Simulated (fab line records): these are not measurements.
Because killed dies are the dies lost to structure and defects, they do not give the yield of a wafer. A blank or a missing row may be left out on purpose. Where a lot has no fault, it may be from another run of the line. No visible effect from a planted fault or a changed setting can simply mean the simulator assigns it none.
The tool behind it: which one? || flow gf180mcu || Sampling: 9 lots, 27 wafers, 6 of 602 route steps

== WHAT THE GAUGES SHOWED, per wafer ==
GF_MIM_RS_MEAS_10: the measuring method here is four-point-probe.
{"lot": "L366", "measured": "day 24 11:50", "on": "film-metro-01", "MIM_ALCU_RS (ohm/sq)": "0.1611 0.1603 0.1622"}
{"lot": "L368", "measured": "day 25 07:05", "on": "film-metro-01", "MIM_ALCU_RS (ohm/sq)": "0.1580 0.1592 0.1581"}
{"lot": "L371", "measured": "day 26 04:55", "on": "film-metro-04", "MIM_ALCU_RS (ohm/sq)": "0.1567 0.1567 0.1605"}
{"lot": "L372", "measured": "day 26 12:11", "on": "film-metro-01", "MIM_ALCU_RS (ohm/sq)": "0.1575 0.1607 0.1594"}
{"lot": "L376", "measured": "day 27 17:05", "on": "film-metro-01", "MIM_ALCU_RS (ohm/sq)": "0.1615 0.1561 0.1607"}
{"lot": "L380", "measured": "day 28 23:20", "on": "film-metro-04", "MIM_ALCU_RS (ohm/sq)": "0.1617 0.1624 0.1633"}
{"lot": "L386", "measured": "day 30 12:14", "on": "film-metro-02", "MIM_ALCU_RS (ohm/sq)": "0.1597 0.1254 0.1577"}
{"lot": "L387", "measured": "day 30 20:06", "on": "film-metro-02", "MIM_ALCU_RS (ohm/sq)": "0.1612 0.1619 0.1619"}
{"lot": "L388", "measured": "day 31 02:38", "on": "film-metro-01", "MIM_ALCU_RS (ohm/sq)": "0.1618 0.1610 0.1605"}

GF_MIM_THK_MEAS_11: measures by xrf.
{"lot": "L366", "measured": "day 24 11:57", "on": "film-metro-01", "MIM_ALCU_THK (nm)": "199.1 201.1 198.3"}
{"lot": "L368", "measured": "day 25 07:13", "on": "film-metro-01", "MIM_ALCU_THK (nm)": "204.7 204.0 205.1"}
{"lot": "L371", "measured": "day 26 05:02", "on": "film-metro-04", "MIM_ALCU_THK (nm)": "203.4 203.3 198.3"}
{"lot": "L372", "measured": "day 26 12:17", "on": "film-metro-01", "MIM_ALCU_THK (nm)": "204.7 201.5 204.1"}
{"lot": "L376", "measured": "day 27 17:12", "on": "film-metro-01", "MIM_ALCU_THK (nm)": "200.3 205.8 201.4"}
{"lot": "L380", "measured": "day 28 23:26", "on": "film-metro-04", "MIM_ALCU_THK (nm)": "197.3 197.2 198.1"}
{"lot": "L386", "measured": "day 30 12:22", "on": "film-metro-02", "MIM_ALCU_THK (nm)": "201.7 253.7 203.0"}
{"lot": "L387", "measured": "day 30 20:12", "on": "film-metro-02", "MIM_ALCU_THK (nm)": "200.4 199.5 198.1"}
{"lot": "L388", "measured": "day 31 02:44", "on": "film-metro-01", "MIM_ALCU_THK (nm)": "198.2 200.4 201.1"}

== WHICH TOOL RAN EACH LOT (tool, then ch and the chambers of the sampled wafers, then the start) ==
{"lot": "L366", "GF_V3_SPUTTER_21": "pvd-sputter-03, day 22 11:01", "GF_M4_SPUTTER_02": "pvd-sputter-04, day 22 11:50", "GF_MIM_SPUTTER_01": "pvd-sputter-02, day 24 11:31", "GF_MIM_SPUTTER_08": "pvd-sputter-01, day 24 11:46"}
{"lot": "L368", "GF_V3_SPUTTER_21": "pvd-sputter-04, day 23 06:20", "GF_M4_SPUTTER_02": "pvd-sputter-01, day 23 07:10", "GF_MIM_SPUTTER_01": "pvd-sputter-04, day 25 06:46", "GF_MIM_SPUTTER_08": "pvd-sputter-01, day 25 07:02"}
{"lot": "L371", "GF_V3_SPUTTER_21": "pvd-sputter-03, day 24 06:07", "GF_M4_SPUTTER_02": "pvd-sputter-04, day 24 06:56", "GF_MIM_SPUTTER_01": "pvd-sputter-02, day 26 04:35", "GF_MIM_SPUTTER_08": "pvd-sputter-01, day 26 04:51"}
{"lot": "L372", "GF_V3_SPUTTER_21": "pvd-sputter-02, day 24 13:58", "GF_M4_SPUTTER_02": "pvd-sputter-04, day 24 14:47", "GF_MIM_SPUTTER_01": "pvd-sputter-04, day 26 11:51", "GF_MIM_SPUTTER_08": "pvd-sputter-02, day 26 12:07"}
{"lot": "L376", "GF_V3_SPUTTER_21": "pvd-sputter-02, day 25 18:34", "GF_M4_SPUTTER_02": "pvd-sputter-03, day 25 19:23", "GF_MIM_SPUTTER_01": "pvd-sputter-02, day 27 16:46", "GF_MIM_SPUTTER_08": "pvd-sputter-01, day 27 17:01"}
{"lot": "L380", "GF_V3_SPUTTER_21": "pvd-sputter-04, day 27 04:28", "GF_M4_SPUTTER_02": "pvd-sputter-03, day 27 05:17", "GF_MIM_SPUTTER_01": "pvd-sputter-02, day 28 22:59", "GF_MIM_SPUTTER_08": "pvd-sputter-01, day 28 23:14"}
{"lot": "L386", "GF_V3_SPUTTER_21": "pvd-sputter-04, day 28 18:28", "GF_M4_SPUTTER_02": "pvd-sputter-04, day 28 19:38", "GF_MIM_SPUTTER_01": "pvd-sputter-02, day 30 11:56", "GF_MIM_SPUTTER_08": "pvd-sputter-01, day 30 12:11"}
{"lot": "L387", "GF_V3_SPUTTER_21": "pvd-sputter-02, day 29 02:36", "GF_M4_SPUTTER_02": "pvd-sputter-04, day 29 03:25", "GF_MIM_SPUTTER_01": "pvd-sputter-02, day 30 19:45", "GF_MIM_SPUTTER_08": "pvd-sputter-04, day 30 20:00"}
{"lot": "L388", "GF_V3_SPUTTER_21": "pvd-sputter-02, day 29 10:13", "GF_M4_SPUTTER_02": "pvd-sputter-04, day 29 11:02", "GF_MIM_SPUTTER_01": "pvd-sputter-02, day 31 02:17", "GF_MIM_SPUTTER_08": "pvd-sputter-04, day 31 02:32"}
- GF_V3_SPUTTER_21: material Ti, target thk 15 nm, time 80.02 s.
- GF_M4_SPUTTER_02: material AlCu, target thk 450 nm, time 23.9 s.
- GF_MIM_SPUTTER_01: material TiN, target thk 30 nm, time 25 s.
- GF_MIM_SPUTTER_08: material AlCu, target thk 200 nm, time 10.6 s.

== WHAT THE TOOLS THEMSELVES READ (means of the sampled wafers that have a number; where no wafer has one, the mark that the record gives instead) ==
GF_V3_SPUTTER_21.
{"lot": "L366", "tool": "pvd-sputter-03", "cathode-dc-power-W (W)": 2499.9, "chamber-pressure-pa (Pa)": 5.003, "substrate-temp-c (C)": 199.96, "throttle-valve-pct (%)": 30.0}
{"lot": "L368", "tool": "pvd-sputter-04", "cathode-dc-power-W (W)": 2500.0, "chamber-pressure-pa (Pa)": 4.996, "substrate-temp-c (C)": 199.98, "throttle-valve-pct (%)": 31.2}
{"lot": "L371", "tool": "pvd-sputter-03", "cathode-dc-power-W (W)": 2500.1, "chamber-pressure-pa (Pa)": 5.003, "substrate-temp-c (C)": 199.82, "throttle-valve-pct (%)": 30.4}
{"lot": "L372", "tool": "pvd-sputter-02", "cathode-dc-power-W (W)": 2500.0, "chamber-pressure-pa (Pa)": 5.006, "substrate-temp-c (C)": 199.87, "throttle-valve-pct (%)": 31.0}
{"lot": "L376", "tool": "pvd-sputter-02", "cathode-dc-power-W (W)": 2500.3, "chamber-pressure-pa (Pa)": 4.996, "substrate-temp-c (C)": 199.87, "throttle-valve-pct (%)": 30.5}
{"lot": "L380", "tool": "pvd-sputter-04", "cathode-dc-power-W (W)": 2499.8, "chamber-pressure-pa (Pa)": 4.997, "substrate-temp-c (C)": 199.93, "throttle-valve-pct (%)": 30.9}
{"lot": "L386", "tool": "pvd-sputter-04", "cathode-dc-power-W (W)": 2499.5, "chamber-pressure-pa (Pa)": 5.005, "substrate-temp-c (C)": 199.93, "throttle-valve-pct (%)": 30.9}
{"lot": "L387", "tool": "pvd-sputter-02", "cathode-dc-power-W (W)": 2500.2, "chamber-pressure-pa (Pa)": 5.015, "substrate-temp-c (C)": 200.16, "throttle-valve-pct (%)": 30.6}
{"lot": "L388", "tool": "pvd-sputter-02", "cathode-dc-power-W (W)": 2500.1, "chamber-pressure-pa (Pa)": 5.000, "substrate-temp-c (C)": 200.18, "throttle-valve-pct (%)": 30.2}

GF_M4_SPUTTER_02.
{"lot": "L366", "tool": "pvd-sputter-04", "cathode-dc-power-W (W)": 10602, "chamber-pressure-pa (Pa)": 0.4004, "throttle-valve-pct (%)": 31.3}
{"lot": "L368", "tool": "pvd-sputter-01", "cathode-dc-power-W (W)": 10599, "chamber-pressure-pa (Pa)": 0.3999, "throttle-valve-pct (%)": 30.4}
{"lot": "L371", "tool": "pvd-sputter-04", "cathode-dc-power-W (W)": 10599, "chamber-pressure-pa (Pa)": 0.3999, "throttle-valve-pct (%)": 30.1}
{"lot": "L372", "tool": "pvd-sputter-04", "cathode-dc-power-W (W)": 10600, "chamber-pressure-pa (Pa)": 0.3997, "throttle-valve-pct (%)": 30.9}
{"lot": "L376", "tool": "pvd-sputter-03", "cathode-dc-power-W (W)": 10601, "chamber-pressure-pa (Pa)": 0.4002, "throttle-valve-pct (%)": 30.2}
{"lot": "L380", "tool": "pvd-sputter-03", "cathode-dc-power-W (W)": 10600, "chamber-pressure-pa (Pa)": 0.4003, "throttle-valve-pct (%)": 30.3}
{"lot": "L386", "tool": "pvd-sputter-04", "cathode-dc-power-W (W)": 10602, "chamber-pressure-pa (Pa)": 0.3998, "throttle-valve-pct (%)": 30.8}
{"lot": "L387", "tool": "pvd-sputter-04", "cathode-dc-power-W (W)": 10599, "chamber-pressure-pa (Pa)": 0.4005, "throttle-valve-pct (%)": 30.8}
{"lot": "L388", "tool": "pvd-sputter-04", "cathode-dc-power-W (W)": 10599, "chamber-pressure-pa (Pa)": 0.4001, "throttle-valve-pct (%)": 30.3}

GF_MIM_SPUTTER_01.
{"lot": "L366", "tool": "pvd-sputter-02", "cathode-dc-power-W (W)": 6499.5, "chamber-pressure-pa (Pa)": 0.4000, "throttle-valve-pct (%)": 30.1}
{"lot": "L368", "tool": "pvd-sputter-04", "cathode-dc-power-W (W)": 6498.7, "chamber-pressure-pa (Pa)": 0.4005, "throttle-valve-pct (%)": 30.8}
{"lot": "L371", "tool": "pvd-sputter-02", "cathode-dc-power-W (W)": 6500.2, "chamber-pressure-pa (Pa)": 0.3998, "throttle-valve-pct (%)": 30.5}
{"lot": "L372", "tool": "pvd-sputter-04", "cathode-dc-power-W (W)": 6499.9, "chamber-pressure-pa (Pa)": 0.3996, "throttle-valve-pct (%)": 31.5}
{"lot": "L376", "tool": "pvd-sputter-02", "cathode-dc-power-W (W)": 6500.3, "chamber-pressure-pa (Pa)": 0.3994, "throttle-valve-pct (%)": 30.4}
{"lot": "L380", "tool": "pvd-sputter-02", "cathode-dc-power-W (W)": 6500.1, "chamber-pressure-pa (Pa)": 0.3999, "throttle-valve-pct (%)": 30.9}
{"lot": "L386", "tool": "pvd-sputter-02", "cathode-dc-power-W (W)": 6501.7, "chamber-pressure-pa (Pa)": 0.3995, "throttle-valve-pct (%)": 30.0}
{"lot": "L387", "tool": "pvd-sputter-02", "cathode-dc-power-W (W)": 6500.3, "chamber-pressure-pa (Pa)": 0.4003, "throttle-valve-pct (%)": 30.5}
{"lot": "L388", "tool": "pvd-sputter-02", "cathode-dc-power-W (W)": 6498.9, "chamber-pressure-pa (Pa)": 0.4003, "throttle-valve-pct (%)": 30.3}

GF_MIM_SPUTTER_08.
{"lot": "L366", "tool": "pvd-sputter-01", "cathode-dc-power-W (W)": 10599, "chamber-pressure-pa (Pa)": 0.4008, "throttle-valve-pct (%)": 29.2}
{"lot": "L368", "tool": "pvd-sputter-01", "cathode-dc-power-W (W)": 10600, "chamber-pressure-pa (Pa)": 0.4002, "throttle-valve-pct (%)": 29.1}
{"lot": "L371", "tool": "pvd-sputter-01", "cathode-dc-power-W (W)": 10600, "chamber-pressure-pa (Pa)": 0.4004, "throttle-valve-pct (%)": 30.0}
{"lot": "L372", "tool": "pvd-sputter-02", "cathode-dc-power-W (W)": 10602, "chamber-pressure-pa (Pa)": 0.4003, "throttle-valve-pct (%)": 30.0}
{"lot": "L376", "tool": "pvd-sputter-01", "cathode-dc-power-W (W)": 10601, "chamber-pressure-pa (Pa)": 0.4006, "throttle-valve-pct (%)": 30.0}
{"lot": "L380", "tool": "pvd-sputter-01", "cathode-dc-power-W (W)": 10598, "chamber-pressure-pa (Pa)": 0.4009, "throttle-valve-pct (%)": 30.4}
{"lot": "L386", "tool": "pvd-sputter-01", "cathode-dc-power-W (W)": 11493, "chamber-pressure-pa (Pa)": 0.3994, "throttle-valve-pct (%)": 29.6}
{"lot": "L387", "tool": "pvd-sputter-04", "cathode-dc-power-W (W)": 10598, "chamber-pressure-pa (Pa)": 0.4010, "throttle-valve-pct (%)": 30.0}
{"lot": "L388", "tool": "pvd-sputter-04", "cathode-dc-power-W (W)": 10598, "chamber-pressure-pa (Pa)": 0.3999, "throttle-valve-pct (%)": 31.0}

== THE ANSWER, worked out from the rows above alone ==
Rule: the lots themselves supply what counts as usual. Put in order of their means at a reading, lots are off if they are a third of the lots or fewer, leave a main group of 4 or more, and stand apart from it by a gap of 3 or more times the standard deviation of the main group's means; of several such gaps the widest counts. Not used: any main group whose means are identical at the precision the tables above print for the reading. Also off: a lot with no number at a reading for which 4 or more lots have one. Any other lot the step has rows for is counted as sound. After the gauges, taken in route order, come the tools' own readings; for these a lot's mean is taken, as printed above. At the first step where some lot is off, the reading lying furthest off is the one used; lots without a number count as furthest.
Off: L386, seen at GF_MIM_RS_MEAS_10 (MIM_ALCU_RS). For the main group the mean is 0.1602 ohm/sq and the standard deviation 0.0015.
A tool fits if, at a process step before that reading, it ran every lot that is off, and no sound lot after the first of them. Not tried: the gauges at GF_MIM_RS_MEAS_10; whatever is off there is also off at GF_MIM_SPUTTER_08, on other tools, and gauge error can't account for it. 2 tools fit, pvd-sputter-04 at GF_V3_SPUTTER_21 and pvd-sputter-01 at GF_MIM_SPUTTER_08, so this cannot tell which one it is.

== WHAT THE SIMULATOR PUT IN ==
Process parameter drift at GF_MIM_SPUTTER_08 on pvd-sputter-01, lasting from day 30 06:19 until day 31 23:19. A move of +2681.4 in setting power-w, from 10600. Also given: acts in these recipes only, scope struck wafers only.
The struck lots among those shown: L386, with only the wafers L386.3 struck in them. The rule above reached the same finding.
